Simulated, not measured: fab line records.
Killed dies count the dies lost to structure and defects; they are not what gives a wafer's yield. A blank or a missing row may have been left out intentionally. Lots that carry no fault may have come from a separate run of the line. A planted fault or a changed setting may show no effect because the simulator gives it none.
Comparing a struck lot with a sound one / flow gf180mcu / 43 steps out of a route of 602
Sound: wafers L828.1, L828.2, L828.4. Wafers L837.2, L837.5, L837.6 were the ones struck. Last of all comes the cause.
Per side, at each step with rows, come the tool, then ch with its chambers, and then its first start. Under that, the readings that differ: sound wafers / struck wafers / difference of the means / sigmas: that difference in standard deviations of wafers without a fault.
alike: readings with means less than 2 such deviations apart, plus words and numbers identical on both sides. not compared: withheld readings, readings lacking a value on some wafer, bounds such as >300 that could conceal the same value, and numbers that have no deviation in the record and whose values overlap.
Wherever a step has rows on one side only, a row that says differs or no value, or a row with sigmas, the two part there. Non-overlapping numbers with no deviation appear without sigmas and do not part them. A reading missing from all wafers of one side parts the sides only when that side holds two or more wafers.

first, 5 steps without rows for these wafers: GF_V2_STRIP_19 (strips in post etch residue remover, time 1200 s); GF_V2_CLEAN_20 (cleans in DIW); GF_V2_SPUTTER_21 (material Ti, target thk 15 nm, time 80.02 s); GF_V2_SPUTTER_22 (material TiN, target thk 10 nm, time 40 s); GF_V2_CVD_23 (deposits W, target thk 350 nm, time 104.94 s).
GF_V2_RS_MEAS_24: a four-point-probe measurement.
  struck on film metro-04, day 26 14:34; sound on film metro-02, day 23 14:44
  alike: V2_W_RS
GF_V2_THK_MEAS_25: measures by xrf.
  struck on film metro-04, day 26 14:41; sound on film metro-02, day 23 14:51
  alike: V2_W_THK
then, 1 step without rows for these wafers: GF_V2_CMP_26 (polishes, stops on SiO2, t overpolish 15 s, target thk 0 nm).
GF_M3_SPUTTER_00: material Ti, target thk 37.5 nm, time 150 s.
  struck on pvd sputter-02, day 26 15:03; sound on pvd sputter-04, day 23 15:13
  alike: chamber pressure pa, throttle valve pct
GF_M3_SPUTTER_01: material TiN, target thk 30 nm, time 25 s.
  struck on pvd sputter-02, day 26 15:09; sound on pvd sputter-04, day 23 15:19
  alike: chamber pressure pa, throttle valve pct
GF_M3_SPUTTER_02: material AlCu, target thk 450 nm, time 23.9 s.
  struck on pvd sputter-02, day 26 15:11; sound on pvd sputter-04, day 23 15:20
  alike: chamber pressure pa, throttle valve pct
GF_M3_SPUTTER_03: material Ti, target thk 10 nm, time 6.7 s.
  struck on pvd sputter-02, day 26 15:13; sound on pvd sputter-04, day 23 15:22
  alike: chamber pressure pa, throttle valve pct
GF_M3_SPUTTER_04: material TiN, target thk 50 nm, time 41.7 s.
  struck on pvd sputter-02, day 26 15:14; sound on pvd sputter-04, day 23 15:23
reading=chamber pressure pa (Pa); sound=0.4000 0.4009 0.3978; struck=0.3569 0.3568 0.3563; difference=-0.0429; sigmas=-53
reading=model.TiN_of_M3_SPUTTER_04.thk nm (nm); sound=50.34 50.25 50.11; struck=51.2 51.11 51.42; difference=+1.0; sigmas=
  alike: throttle valve pct
GF_M3_RS_MEAS_05: a four-point-probe measurement.
  struck on film metro-01, day 26 15:17; sound on film metro-01, day 23 15:26
  alike: M3_ALCU_RS
GF_M3_THK_MEAS_06: measures by xrf.
  struck on film metro-01, day 26 15:24; sound on film metro-01, day 23 15:33
  alike: M3_ALCU_THK
then, 7 steps without rows for these wafers: GF_M3_DEHYDRATE_07 (time 60 s); GF_M3_HMDS_08 (prime time 60 s); GF_M3_COAT_09 (resist thk 1000 nm); GF_M3_SOFTBAKE_10 (time 60 s); GF_M3_EXPOSE_11 (exposes mask Metal3, target cd 280 nm); GF_M3_PEB_12 (peb time 90 s); GF_M3_DEVELOP_13 (develop time 60 s).
GF_M3_CD_MEAS_14 targets a cd of 280 nm.
  struck on cd sem-01, day 27 11:20; sound on cd sem-01, day 24 13:13
  alike: cd nm
GF_M3_OVL_MEAS_15:
  struck on overlay-02, day 27 11:26; sound on overlay-01, day 24 13:20
  alike: M3_OVL
then, 5 steps without rows for these wafers: GF_M3_METAL_ETCH_16 (etches the open film in Cl2/BCl3, stops on SiO2, target depth 627.5 nm, time 104.6 s); GF_M3_STRIP_17 (strips in O2/N2); GF_M3_STRIP_18 (strips in post etch residue remover, time 1200 s); GF_M3_CLEAN_19 (cleans in DIW); GF_V3_CVD_00 (deposits SiO2, target thk 600 nm, time 100 s).
GF_V3_THK_MEAS_01:
  struck on film metro-02, day 27 12:17; sound on film metro-03, day 24 14:05
  alike: V3_CVD_00_THK
GF_V3_CVD_02: deposits SiO2 from TEOS, target thk 850 nm, time 94.851 s.
  sound on pecvd-04 ch 0,2, day 24 14:09; struck on pecvd-04 ch 0,1, day 27 12:20
  alike: heater power w
GF_V3_THK_MEAS_03:
  struck on film metro-03, day 27 12:25; sound on film metro-02, day 24 14:13
  alike: V3_CVD_02_THK
then, 1 step without rows for these wafers: GF_V3_CMP_04 (polishes SiO2).
GF_V3_BOW_MEAS_05:
  struck on film metro-01, day 27 13:04; sound on film metro-02, day 24 14:35
  alike: V3_BOW
then, 8 steps without rows for these wafers: GF_V3_DEHYDRATE_06 (time 60 s); GF_V3_HMDS_07 (prime time 60 s); GF_V3_COAT_08; GF_V3_COAT_09 (resist thk 1000 nm); GF_V3_SOFTBAKE_10 (time 60 s); GF_V3_EXPOSE_11 (exposes mask Via3, target cd 260 nm); GF_V3_PEB_12 (peb time 90 s); GF_V3_DEVELOP_13 (develop time 60 s).
GF_V3_STRIP_19: strips in post etch residue remover, time 1200 s.
  sound on wet bench-03 ch 0, day 25 12:02; struck on wet bench-03 ch 1, day 28 09:25
reading=model.TiN_of_M3_SPUTTER_04.thk nm (nm); sound=49.51 49.42 49.28; struck=50.36 50.27 50.59; difference=+1.00; sigmas=

## WHERE THEY PART
At GF_M3_SPUTTER_04 and nowhere else, as far as this record goes. Later steps at which nothing parts them and some readings are alike: GF_M3_RS_MEAS_05, GF_M3_THK_MEAS_06, GF_M3_CD_MEAS_14, GF_M3_OVL_MEAS_15, GF_V3_THK_MEAS_01, GF_V3_CVD_02, GF_V3_THK_MEAS_03, GF_V3_BOW_MEAS_05.

WHY: whatever the simulator had introduced
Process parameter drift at GF_M3_SPUTTER_04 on pvd sputter-02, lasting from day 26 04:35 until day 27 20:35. The setting chamber pressure pa was moved by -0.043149, starting from 0.4. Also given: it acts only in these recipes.
